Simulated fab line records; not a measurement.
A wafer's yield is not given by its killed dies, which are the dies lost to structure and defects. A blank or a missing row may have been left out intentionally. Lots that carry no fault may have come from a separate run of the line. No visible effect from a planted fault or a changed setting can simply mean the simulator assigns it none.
fab line records ; flow sky130
record lots=10; wafers=30; lastDay=50
route steps=708 shown FIELD_ISO@3 VT_ADJUST_HVTP@93 VT_ADJUST_LVTN@106 VT_ADJUST_NCORE@126 PAD_OPEN@708
lots that met no fault: taken from a fault-free run of the same line
startH: hours from the record's first day to the start of the lot's first wafer shown ; waitH: hours from the lot's prior step to this one ; " repeats the value in the row above ; L1.1+2: a single row standing in for several wafers ; - value missing, or start not given ; * or withheld: withheld ; < > ~ a bound
route shown NAME@n: NAME is a module with steps in the file, n the number in the route of the first one ; usual: mean/standard deviation taken from wafers without a fault ; same: alike in all rows ; chamber/n: place in a boat ; sites: per-site readings ; _std_site: standard deviation across them ; _edge_site: the outer-site mean with the inner-site mean subtracted ; radiusMm: how far each site lies from the wafer's centre ; mask NAME#n: copy n ; behind: the tool/chamber that last shaped the wafer ; hold: why the lot was held/for how many hours/how that ended ; device: the n, p or np transistor that did not switch ; end of line: at the end of the route, the tests of the same wafers ; a step with no rows: only its recipe ; killed: at the first sort, the dies lost to defects and structure; wafer yield is something else ; map: shows each die of a wafer: x if killed, . if not, _ if none is there
set.NAME: the setting that was run; set.NAME@STEP: the one run at that earlier step ; model.NAME: the simulator's own value behind a step, which no gauge read
the route's steps for a sample of lots (tables are steps, rows are wafers)
services: the hour from which a tool's chamber was out of use, counted from the record's first day as startH (under 0 if before that day), plus the number of hours and why
## steps
# step SKY_FIELD_ISO_THK_MEAS_02
# recipe reads=SiO2_of_FIELD_ISO_OXIDATION_01
# usual FIELD_ISO_OXIDATION_00_THK=12.05/0.21
lot.wafer;tool;chamber;startH;waitH;hold;FIELD_ISO_OXIDATION_00_THK[nm]
L329.2;filmMetro-01;-;11.96;0.0;-;12.18
L329.3;filmMetro-01;-;11.96;0.0;-;11.73
L329.6;filmMetro-01;-;11.96;0.0;-;11.87
L330.1;filmMetro-02;-;16.63;0.0;-;11.97
L330.3;filmMetro-02;-;16.63;0.0;-;11.97
L330.6;filmMetro-02;-;16.63;0.0;-;11.80
L335.1;filmMetro-01;-;41.63;0.0;awaitDispo/0.2h/release;13.10
L335.4;filmMetro-01;-;41.63;0.0;awaitDispo/0.2h/release;13.32
L335.5;filmMetro-01;-;41.63;0.0;awaitDispo/0.2h/release;13.30
L335.1;filmMetro-01;-;41.96;0.3;-;13.08
L335.4;filmMetro-01;-;41.96;0.3;-;13.34
L335.5;filmMetro-01;-;41.96;0.3;-;13.35
L339.2;filmMetro-01;-;61.92;0.0;awaitDispo/0.2h/release;13.12
L339.4;filmMetro-01;-;61.92;0.0;awaitDispo/0.2h/release;12.93
L339.6;filmMetro-01;-;61.92;0.0;awaitDispo/0.2h/release;13.03
L339.2;filmMetro-01;-;62.14;0.2;-;13.14
L339.4;filmMetro-01;-;62.14;0.2;-;12.97
L339.6;filmMetro-01;-;62.14;0.2;-;13.01
L341.1;filmMetro-01;-;71.63;0.0;-;12.68
L341.3;filmMetro-01;-;71.63;0.0;-;12.77
L341.6;filmMetro-01;-;71.63;0.0;-;12.61
L343.1;filmMetro-04;-;85.43;0.0;-;12.20
L343.3;filmMetro-04;-;85.43;0.0;-;12.14
L343.6;filmMetro-04;-;85.43;0.0;-;12.37
L344.1;filmMetro-04;-;92.78;0.0;-;11.96
L344.2;filmMetro-04;-;92.78;0.0;-;12.18
L344.3;filmMetro-04;-;92.78;0.0;-;12.35
L347.1;filmMetro-04;-;101.63;0.0;-;11.86
L347.2;filmMetro-04;-;101.63;0.0;-;12.02
L347.6;filmMetro-04;-;101.63;0.0;-;11.82
L349.3;filmMetro-02;-;112.77;0.0;-;12.09
L349.4;filmMetro-02;-;112.77;0.0;-;12.11
L349.5;filmMetro-02;-;112.77;0.0;-;12.09
L352.1;filmMetro-04;-;127.67;0.0;-;11.93
L352.4;filmMetro-04;-;127.67;0.0;-;11.73
L352.5;filmMetro-04;-;127.67;0.0;-;11.83
# step SKY_VT_ADJUST_HVTP_OVL_MEAS_08
# usual VT_ADJUST_HVTP_OVL=-0.1/1.5
lot.wafer;tool;chamber;startH;waitH;VT_ADJUST_HVTP_OVL[nm]
L329.2;overlay-01;-;126.75;0.1;0.2
L329.3;overlay-01;-;126.75;0.1;2.5
L329.6;overlay-01;-;126.75;0.1;1.6
L330.1;overlay-02;-;132.74;0.1;-0.6
L330.3;overlay-02;-;132.74;0.1;-0.2
L330.6;overlay-02;-;132.74;0.1;-0.9
L335.1;overlay-01;-;161.74;0.1;-0.6
L335.4;overlay-01;-;161.74;0.1;-0.4
L335.5;overlay-01;-;161.74;0.1;-0.1
L339.2;overlay-02;-;197.79;0.1;-1.7
L339.4;overlay-02;-;197.79;0.1;-1.0
L339.6;overlay-02;-;197.79;0.1;-2.7
L341.1;overlay-01;-;203.54;0.1;-2.6
L341.3;overlay-01;-;203.54;0.1;0.0
L341.6;overlay-01;-;203.54;0.1;-1.3
L343.1;overlay-02;-;217.34;0.1;-1.9
L343.3;overlay-02;-;217.34;0.1;-0.3
L343.6;overlay-02;-;217.34;0.1;-0.4
L344.1;overlay-02;-;223.54;0.1;-1.7
L344.2;overlay-02;-;223.54;0.1;-0.9
L344.3;overlay-02;-;223.54;0.1;0.7
L347.1;overlay-01;-;242.29;0.1;0.3
L347.2;overlay-01;-;242.29;0.1;0.1
L347.6;overlay-01;-;242.29;0.1;2.6
L349.3;overlay-01;-;255.20;0.1;-3.4
L349.4;overlay-01;-;255.20;0.1;-2.1
L349.5;overlay-01;-;255.20;0.1;-2.6
L352.1;overlay-02;-;275.84;0.1;1.9
L352.4;overlay-02;-;275.84;0.1;0.6
L352.5;overlay-02;-;275.84;0.1;0.2
# step SKY_VT_ADJUST_LVTN_STRIP_09
# recipe chemistry=O2/N2; powerW=1400; pressureMtorr=1500; platenTempC=withheld; o2FlowSccm=3000; n2FlowSccm=300; overashFraction=0.5
# usual drypumpMotorCurrentA=5.7/0.5; oesProductAu=0.722/0.0047; stripTimeToEndpointS=36.93/0.11
lot.wafer;tool;chamber;startH;waitH;drypumpMotorCurrentA;oesProductAu;rfHoursCounterH;stripTimeToEndpointS
L329.2;plasmaAsher-02;1;146.28;0.1;6.1;0.719;46;36.95
L329.3;plasmaAsher-02;0;146.28;0.1;5.1;0.716;-;37.08
L329.6;plasmaAsher-02;0;146.28;0.1;5.1;0.720;-;37.02
L330.1;plasmaAsher-04;0;153.01;0.1;6.1;0.721;34;37.10
L330.3;plasmaAsher-04;1;153.01;0.1;4.9;0.721;-;37.12
L330.6;plasmaAsher-04;1;153.01;0.1;4.9;0.737;-;37.11
L335.1;plasmaAsher-04;1;181.98;0.1;4.9;0.721;38;36.79
L335.4;plasmaAsher-04;1;181.98;0.1;4.9;0.720;-;36.85
L335.5;plasmaAsher-04;1;181.98;0.1;4.9;0.725;-;36.79
L339.2;plasmaAsher-03;0;220.41;0.1;6.1;0.725;50;36.89
L339.4;plasmaAsher-03;1;220.41;0.1;5.8;0.718;-;36.77
L339.6;plasmaAsher-03;0;220.41;0.1;6.1;0.730;-;36.90
L341.1;plasmaAsher-03;0;225.44;0.1;6.1;0.716;50;36.93
L341.3;plasmaAsher-03;1;225.44;0.1;5.8;0.718;-;36.90
L341.6;plasmaAsher-03;1;225.44;0.1;5.8;0.725;-;37.01
L343.1;plasmaAsher-02;1;240.34;0.1;6.1;0.719;56;37.03
L343.3;plasmaAsher-02;0;240.34;0.1;5.1;0.719;-;37.01
L343.6;plasmaAsher-02;1;240.34;0.1;6.1;0.716;-;37.06
L344.1;plasmaAsher-03;1;246.34;0.1;5.8;0.720;52;36.88
L344.2;plasmaAsher-03;0;246.34;0.1;6.1;0.727;52;36.93
L344.3;plasmaAsher-03;0;246.34;0.1;6.1;0.723;-;36.78
L347.1;plasmaAsher-02;0;266.43;0.1;5.1;0.719;58;36.66
L347.2;plasmaAsher-02;1;266.43;0.1;6.1;0.723;58;36.72
L347.6;plasmaAsher-02;0;266.43;0.1;5.1;0.723;-;36.71
L349.3;plasmaAsher-02;0;280.12;0.1;5.1;0.724;-;37.03
L349.4;plasmaAsher-02;1;280.12;0.1;6.2;0.724;-;37.05
L349.5;plasmaAsher-02;1;280.12;0.1;6.2;0.716;-;37.05
L352.1;plasmaAsher-04;1;301.98;0.1;4.9;0.724;49;36.99
L352.4;plasmaAsher-04;0;301.98;0.1;6.1;0.721;-;36.92
L352.5;plasmaAsher-04;0;301.98;0.1;6.1;0.718;-;36.88
# step SKY_VT_ADJUST_NCORE_CD_MEAS_07
# recipe targetCdNm=380
# usual cdNm=380.5/2.5
lot.wafer;tool;chamber;startH;waitH;cdNm
L329.2;cdSem-01;-;187.81;0.1;378.4
L329.3;cdSem-01;-;187.81;0.1;377.4
L329.6;cdSem-01;-;187.81;0.1;377.2
L330.1;cdSem-01;-;194.57;0.1;381.2
L330.3;cdSem-01;-;194.57;0.1;379.4
L330.6;cdSem-01;-;194.57;0.1;379.6
L335.1;cdSem-01;-;226.02;0.1;381.5
L335.4;cdSem-01;-;226.02;0.1;381.2
L335.5;cdSem-01;-;226.02;0.1;381.0
L339.2;cdSem-02;-;267.51;0.1;382.1
L339.4;cdSem-02;-;267.51;0.1;380.0
L339.6;cdSem-02;-;267.51;0.1;382.5
L341.1;cdSem-02;-;272.37;0.1;381.9
L341.3;cdSem-02;-;272.37;0.1;382.9
L341.6;cdSem-02;-;272.37;0.1;381.4
L343.1;cdSem-02;-;288.67;0.1;378.9
L343.3;cdSem-02;-;288.67;0.1;380.2
L343.6;cdSem-02;-;288.67;0.1;381.4
L344.1;cdSem-02;-;295.84;0.1;379.6
L344.2;cdSem-02;-;295.84;0.1;380.9
L344.3;cdSem-02;-;295.84;0.1;382.7
L347.1;cdSem-01;-;316.24;0.1;376.4
L347.2;cdSem-01;-;316.24;0.1;375.0
L347.6;cdSem-01;-;316.24;0.1;376.6
L349.3;cdSem-01;-;331.63;0.1;380.6
L349.4;cdSem-01;-;331.63;0.1;378.8
L349.5;cdSem-01;-;331.63;0.1;377.3
L352.1;cdSem-02;-;354.37;0.1;376.9
L352.4;cdSem-02;-;354.37;0.1;375.4
L352.5;cdSem-02;-;354.37;0.1;375.5
# step SKY_PAD_OPEN_PROBE_99
# usual killed_at_M0_to_M3=46/6.7; killed_at_M4_up=3.3/2; killedAtContacts=24/5.4; killedAtFrontEnd=15/4.3; killedAtOther=0.4/0.64; killedDies=89/9.1; killedOnRim=17/3.7; killedOpen=48/7.2; killedShort=40/6.3
# same grossDies=492; killedAtBackSide=0
lot.wafer;tool;chamber;startH;waitH;killed_at_M0_to_M3;killed_at_M4_up;killedAtContacts;killedAtFrontEnd;killedAtOther;killedDies;killedOnRim;killedOpen;killedShort
L329.2;prober-01;-;1086.28;0.1;55;1;21;15;1;93;21;52;41
L329.3;prober-01;-;1086.33;0.2;40;5;25;16;1;87;15;46;41
L329.6;prober-01;-;1086.48;0.2;51;2;22;23;0;98;14;51;46
L330.1;prober-02;-;1093.16;0.1;48;2;24;9;0;83;12;47;36
L330.3;prober-02;-;1093.26;0.2;42;2;22;25;0;91;16;48;42
L330.6;prober-02;-;1093.41;0.2;64;2;26;13;1;106;23;61;44
L335.1;prober-02;-;1130.46;0.1;59;3;30;8;0;100;21;58;40
L335.4;prober-02;-;1130.61;0.2;34;1;26;15;0;76;12;45;31
L335.5;prober-02;-;1130.66;0.2;49;7;31;22;0;109;20;65;41
L339.2;prober-02;-;1156.86;0.1;35;2;22;17;0;76;12;38;38
L339.4;prober-02;-;1156.96;0.2;41;3;39;16;0;99;13;55;44
L339.6;prober-02;-;1157.06;0.2;40;5;30;16;0;91;19;56;35
L341.1;prober-02;-;1162.66;0.1;44;4;28;5;0;81;12;46;35
L341.3;prober-02;-;1162.76;0.2;49;2;27;10;0;88;13;55;33
L341.6;prober-02;-;1162.91;0.2;46;4;16;15;1;82;15;50;32
L343.1;prober-02;-;1169.97;0.1;43;5;24;18;0;90;14;53;37
L343.3;prober-02;-;1170.07;0.2;49;3;24;14;1;91;19;44;47
L343.6;prober-02;-;1170.22;0.2;40;2;16;21;0;79;11;43;36
L344.1;prober-01;-;1179.15;0.1;44;2;20;15;1;82;12;40;42
L344.2;prober-01;-;1179.20;0.1;38;5;21;15;0;79;11;42;37
L344.3;prober-01;-;1179.25;0.2;49;5;17;8;0;79;15;43;36
L347.1;prober-01;-;1188.79;0.1;36;2;18;8;0;64;9;33;31
L347.2;prober-01;-;1188.84;0.1;44;3;27;18;0;92;16;50;42
L347.6;prober-01;-;1189.04;0.2;45;5;18;20;2;90;16;47;43
L349.3;prober-02;-;1207.42;0.2;51;4;19;19;0;93;17;56;37
L349.4;prober-02;-;1207.47;0.2;53;11;13;12;0;89;21;47;42
L349.5;prober-02;-;1207.52;0.2;51;1;27;11;1;91;19;43;48
L352.1;prober-02;-;1209.44;0.1;67;5;23;12;0;107;18;63;44
L352.4;prober-02;-;1209.59;0.2;37;1;23;14;0;75;16;45;30
L352.5;prober-02;-;1209.64;0.2;43;5;23;18;0;89;14;47;42
# killed by level:class
L329.2 VIA2:geometricParticle:open=16 VIA1:geometricParticle:open=12 CONTACT:geometricParticle:short=9 VIA1:geometricParticle:short=9 CONTACT:geometricParticle:open=6 METAL1:geometricParticle:short=6 FIELD_ISO:geometricParticle:short=4 FIELD_ISO:geometricParticle:open=3
L329.3 VIA1:geometricParticle:open=12 CONTACT:geometricParticle:short=8 VIA2:geometricParticle:open=7 CONTACT:geometricParticle:open=6 FIELD_ISO:geometricParticle:short=5 LI_CONTACT:geometricParticle:open=5 LOCAL_INTERCONNECT:geometricParticle:short=4 VIA1:geometricParticle:short=4
L329.6 VIA1:geometricParticle:open=10 VIA1:geometricParticle:short=10 FIELD_ISO:geometricParticle:open=9 CONTACT:geometricParticle:open=9 METAL2:geometricParticle:short=8 VIA2:geometricParticle:open=8 LI_CONTACT:geometricParticle:open=6 POLY_GATE:geometricParticle:short=5
L330.1 CONTACT:geometricParticle:open=15 VIA1:geometricParticle:open=12 VIA1:geometricParticle:short=8 METAL2:geometricParticle:short=7 METAL1:geometricParticle:short=7 FIELD_ISO:geometricParticle:short=4 VIA2:geometricParticle:open=4 LI_CONTACT:geometricParticle:open=3
L330.3 VIA1:geometricParticle:open=10 FIELD_ISO:geometricParticle:short=8 CONTACT:geometricParticle:open=8 FIELD_ISO:geometricParticle:open=5 VIA2:geometricParticle:open=5 POLY_GATE:geometricParticle:open=5 VIA3:geometricParticle:open=5 LI_CONTACT:geometricParticle:open=4
L330.6 VIA1:geometricParticle:open=21 CONTACT:geometricParticle:open=10 VIA1:geometricParticle:short=10 LOCAL_INTERCONNECT:geometricParticle:short=7 FIELD_ISO:geometricParticle:open=6 METAL2:geometricParticle:short=6 VIA3:geometricParticle:open=6 LI_CONTACT:geometricParticle:open=5
L335.1 CONTACT:geometricParticle:open=13 VIA2:geometricParticle:open=13 VIA1:geometricParticle:open=11 VIA3:geometricParticle:open=6 METAL1:geometricParticle:short=6 METAL2:geometricParticle:short=6 LI_CONTACT:geometricParticle:open=5 VIA1:geometricParticle:short=5
L335.4 CONTACT:geometricParticle:open=8 VIA3:geometricParticle:open=8 LOCAL_INTERCONNECT:geometricParticle:short=7 FIELD_ISO:geometricParticle:open=6 METAL2:geometricParticle:short=6 LI_CONTACT:geometricParticle:open=5 METAL1:geometricParticle:short=5 VIA1:geometricParticle:open=5
L335.5 CONTACT:geometricParticle:open=11 LI_CONTACT:geometricParticle:open=10 VIA3:geometricParticle:open=10 VIA1:geometricParticle:open=8 FIELD_ISO:geometricParticle:short=7 POLY_GATE:geometricParticle:open=7 VIA1:geometricParticle:short=7 METAL2:geometricParticle:short=6
L339.2 FIELD_ISO:geometricParticle:short=8 VIA2:geometricParticle:open=7 CONTACT:geometricParticle:open=7 VIA1:geometricParticle:open=6 LI_CONTACT:geometricParticle:open=5 CONTACT:geometricParticle:short=5 METAL2:geometricParticle:short=5 VIA3:geometricParticle:open=5
L339.4 CONTACT:geometricParticle:open=16 VIA1:geometricParticle:open=11 LI_CONTACT:geometricParticle:open=8 CONTACT:geometricParticle:short=7 VIA3:geometricParticle:open=7 LI_CONTACT:geometricParticle:short=5 FIELD_ISO:geometricParticle:open=4 FIELD_ISO:geometricParticle:short=4
L339.6 CONTACT:geometricParticle:open=16 LI_CONTACT:geometricParticle:open=8 VIA3:geometricParticle:open=7 VIA2:geometricParticle:open=7 VIA1:geometricParticle:open=6 VIA1:geometricParticle:short=6 METAL2:geometricParticle:short=6 FIELD_ISO:geometricParticle:short=4
L341.1 VIA1:geometricParticle:open=11 CONTACT:geometricParticle:open=9 VIA3:geometricParticle:open=8 CONTACT:geometricParticle:short=7 METAL1:geometricParticle:short=7 VIA1:geometricParticle:short=6 VIA2:geometricParticle:open=6 LI_CONTACT:geometricParticle:short=5
L341.3 VIA1:geometricParticle:open=16 CONTACT:geometricParticle:open=12 LI_CONTACT:geometricParticle:open=8 METAL1:geometricParticle:short=6 VIA2:geometricParticle:open=6 VIA1:geometricParticle:short=5 CONTACT:geometricParticle:short=4 VIA2:geometricParticle:short=4
L341.6 VIA1:geometricParticle:open=13 VIA2:geometricParticle:open=9 VIA3:geometricParticle:open=8 SPACER:geometricParticle:open=5 POLY_GATE:geometricParticle:open=4 VIA1:geometricParticle:short=4 LOCAL_INTERCONNECT:geometricParticle:short=4 METAL2:geometricParticle:short=4
L343.1 CONTACT:geometricParticle:open=12 VIA2:geometricParticle:open=9 VIA1:geometricParticle:open=9 METAL2:geometricParticle:short=6 FIELD_ISO:geometricParticle:short=5 VIA1:geometricParticle:short=5 VIA3:geometricParticle:open=5 LI_CONTACT:geometricParticle:open=4
L343.3 VIA1:geometricParticle:open=11 CONTACT:geometricParticle:open=8 METAL1:geometricParticle:short=8 LI_CONTACT:geometricParticle:open=6 VIA2:geometricParticle:open=6 CONTACT:geometricParticle:short=5 METAL2:geometricParticle:short=5 VIA2:geometricParticle:short=4
L343.6 FIELD_ISO:geometricParticle:open=9 VIA2:geometricParticle:open=9 CONTACT:geometricParticle:open=7 METAL2:geometricParticle:short=7 FIELD_ISO:geometricParticle:short=6 VIA1:geometricParticle:open=5 LI_CONTACT:geometricParticle:open=4 METAL1:geometricParticle:short=3
L344.1 VIA1:geometricParticle:short=9 VIA3:geometricParticle:open=8 CONTACT:geometricParticle:open=7 VIA1:geometricParticle:open=6 VIA2:geometricParticle:open=6 POLY_GATE:geometricParticle:short=5 CONTACT:geometricParticle:short=5 LOCAL_INTERCONNECT:geometricParticle:short=4
L344.2 VIA1:geometricParticle:open=12 VIA1:geometricParticle:short=7 POLY_GATE:geometricParticle:open=6 LI_CONTACT:geometricParticle:open=6 CONTACT:geometricParticle:short=6 CONTACT:geometricParticle:open=6 VIA2:geometricParticle:open=6 FIELD_ISO:geometricParticle:short=4
L344.3 VIA1:geometricParticle:open=14 METAL2:geometricParticle:short=7 CONTACT:geometricParticle:open=6 VIA3:geometricParticle:open=6 LI_CONTACT:geometricParticle:open=5 METAL1:geometricParticle:short=5 CONTACT:geometricParticle:short=4 VIA2:geometricParticle:short=4
L347.1 VIA1:geometricParticle:open=11 CONTACT:geometricParticle:open=7 CONTACT:geometricParticle:short=6 METAL2:geometricParticle:short=6 METAL1:geometricParticle:short=5 VIA2:geometricParticle:open=4 FIELD_ISO:geometricParticle:short=3 LOCAL_INTERCONNECT:geometricParticle:short=3
L347.2 CONTACT:geometricParticle:open=11 VIA3:geometricParticle:open=6 LI_CONTACT:geometricParticle:open=6 VIA1:geometricParticle:open=6 METAL1:geometricParticle:short=5 VIA1:geometricParticle:short=5 VIA2:geometricParticle:open=5 VIA3:geometricParticle:short=5
L347.6 VIA1:geometricParticle:open=9 VIA2:geometricParticle:open=9 VIA1:geometricParticle:short=6 METAL2:geometricParticle:short=5 CONTACT:geometricParticle:open=5 CONTACT:geometricParticle:short=5 VIA3:geometricParticle:open=5 POLY_GATE:geometricParticle:short=4
L349.3 VIA2:geometricParticle:open=11 CONTACT:geometricParticle:open=9 METAL1:geometricParticle:short=7 VIA1:geometricParticle:open=7 METAL2:geometricParticle:open=7 VIA3:geometricParticle:open=6 POLY_GATE:geometricParticle:short=5 POLY_GATE:geometricParticle:open=5
L349.4 VIA3:geometricParticle:open=13 VIA1:geometricParticle:open=10 METAL4:geometricParticle:short=8 LI_CONTACT:geometricParticle:open=6 METAL1:geometricParticle:short=5 VIA2:geometricParticle:short=5 METAL3:geometricParticle:short=5 FIELD_ISO:geometricParticle:open=4
L349.5 VIA2:geometricParticle:open=11 LI_CONTACT:geometricParticle:open=7 LOCAL_INTERCONNECT:geometricParticle:short=7 CONTACT:geometricParticle:open=7 VIA1:geometricParticle:open=7 VIA3:geometricParticle:short=7 METAL2:geometricParticle:short=6 VIA1:geometricParticle:short=5
L352.1 VIA1:geometricParticle:open=17 VIA3:geometricParticle:open=15 METAL2:geometricParticle:short=9 CONTACT:geometricParticle:open=8 VIA2:geometricParticle:open=7 LI_CONTACT:geometricParticle:open=6 CONTACT:geometricParticle:short=6 VIA1:geometricParticle:short=6
L352.4 CONTACT:geometricParticle:open=11 VIA1:geometricParticle:open=9 METAL1:geometricParticle:short=8 CONTACT:geometricParticle:short=6 VIA3:geometricParticle:open=6 LI_CONTACT:geometricParticle:open=4 POLY_GATE:geometricParticle:short=3 VIA2:geometricParticle:open=3
L352.5 VIA1:geometricParticle:open=11 CONTACT:geometricParticle:open=7 POLY_GATE:geometricParticle:open=6 LI_CONTACT:geometricParticle:open=6 VIA3:geometricParticle:open=6 VIA3:geometricParticle:short=6 LOCAL_INTERCONNECT:geometricParticle:short=5 VIA1:geometricParticle:short=5
## services
tool;chamber;startH;hours;kind
plasmaAsher-03;-;158.96;5.2;repair
plasmaAsher-03;-;168.04;2.3;repair
plasmaAsher-03;-;171.45;10.7;repair
plasmaAsher-04;-;177.59;1.6;repair
plasmaAsher-02;-;185.11;2.8;pm
plasmaAsher-02;-;238.25;0.4;repair
plasmaAsher-02;-;256.03;1.3;repair
plasmaAsher-04;-;271.12;1.9;repair
## key
firstSign step=SKY_FIELD_ISO_THK_MEAS_02; reading=visit; direction=added
effect step=SKY_FIELD_ISO_THK_MEAS_02; reading=FIELD_ISO_OXIDATION_00_THK; direction=up; sigmas=4.4; usual=12.05; struck=12.99
metAt SKY_FIELD_ISO_THK_MEAS_02
struckLots L335,L339,L341
testerLeftOut L335,L339,L341
notActingAt SKY_VT_ADJUST_HVTP_OVL_MEAS_08,SKY_VT_ADJUST_LVTN_STRIP_09,SKY_VT_ADJUST_NCORE_CD_MEAS_07
onsetBetween 11.96 41.63
fault kind=metrologyMatchingOffset; tool=filmMetro-01; chamber=-; onsetH=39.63; steps=SKY_FIELD_ISO_THK_MEAS_02; param=thkNm; offset=0.84255
# testerLeftOut: of these lots the tester's yield and bins aren't shown, on N5 and GAA mostly nor the transistor test; their killed dies are dies lost to structure and defects alone, not to doping, threshold or leakage, so they don't give the yield
